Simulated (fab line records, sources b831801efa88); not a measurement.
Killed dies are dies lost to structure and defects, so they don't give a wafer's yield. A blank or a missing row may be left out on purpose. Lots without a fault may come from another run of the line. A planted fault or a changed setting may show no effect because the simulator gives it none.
Chamber matching | flow sky130 | SKY_VIA1_CMP_24 on cmp-02: 4 sister chambers
The step polishes, stops on SiO2, t overpolish 15 s, target thk 0 nm. 14 wafers are shown with their chamber, then 6 later ones without.

WAFERS WITH THEIR CHAMBER
wafer  | chamber | motor_current_A (A) | time_to_endpoint_s (s) | retaining_ring_pressure_frac
L865.1 | 0       | 11.3                | 60                     | 0.994
L865.2 | 2       | 10.5                | 69                     | 0.999
L865.5 | 2       | 10.6                | 69                     | 0.995
L867.3 | 3       | 10.4                | 64                     | 1.005
L867.5 | 3       | 9.5                 | 67                     | 0.989
L867.6 | 2       | 10.4                | 66                     | 0.995
L868.3 | 0       | 11.4                | 59                     | 1.002
L868.4 | 1       | 12.8                | 56                     | 0.998
L868.5 | 2       | 10.2                | 65                     | 1.002
L869.1 | 0       | 11.7                | 62                     | 1.003
L869.2 | 1       | 12.8                | 64                     | 0.998
L869.5 | 0       | 11.4                | 60                     | 1.001
L870.2 | 1       | 13.3                | 60                     | 0.998
L870.5 | 0       | 11.7                | 62                     | 0.998

SIGNATURES (means of the wafers above)
reading                      | chamber 0 | chamber 1 | chamber 2 | chamber 3 | scatter within a chamber
motor_current_A              | 11.500    | 12.967    | 10.425    | 9.950     | 0.283
time_to_endpoint_s           | 60.60     | 60.00     | 67.25     | 65.50     | 2.38
retaining_ring_pressure_frac | 0.99960   | 0.99800   | 0.99775   | 0.99700   | 0.00465
Rule: a wafer's distance from a chamber is the root of the sum, over the readings, of the square of ((its reading less the chamber's mean) divided by the reading's scatter). The wafer belongs to the nearest chamber; if the next one is less than 2 further off, it can't be placed. The scatter: the root of (the sum of the squares of (reading less its chamber's mean) over the shown wafers, divided by (wafers less chambers)).

WAFERS WITHOUT THEIR CHAMBER
wafer  | motor_current_A (A) | time_to_endpoint_s (s) | retaining_ring_pressure_frac
L870.6 | 13.1                | 62                     | 0.999
L871.1 | 10.7                | 71                     | 1.000
L871.2 | 11.8                | 66                     | 0.996
L871.3 | 13.1                | 63                     | 1.000
L876.3 | 13.2                | 61                     | 0.999
L879.6 | 12.0                | 61                     | 1.004

WHICH CHAMBER EACH WENT THROUGH
wafer  | from the rows above     | in truth
L870.6 | 1                       | 1
L871.1 | can't be placed: 2 or 3 | 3
L871.2 | 0                       | 0
L871.3 | 1                       | 1
L876.3 | 1                       | 1
L879.6 | can't be placed: 0 or 1 | 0
Placed correctly: 4 of 6. Can't be placed from these rows: 2 (the true chamber is among the candidates in 2). Placed wrongly: 0.
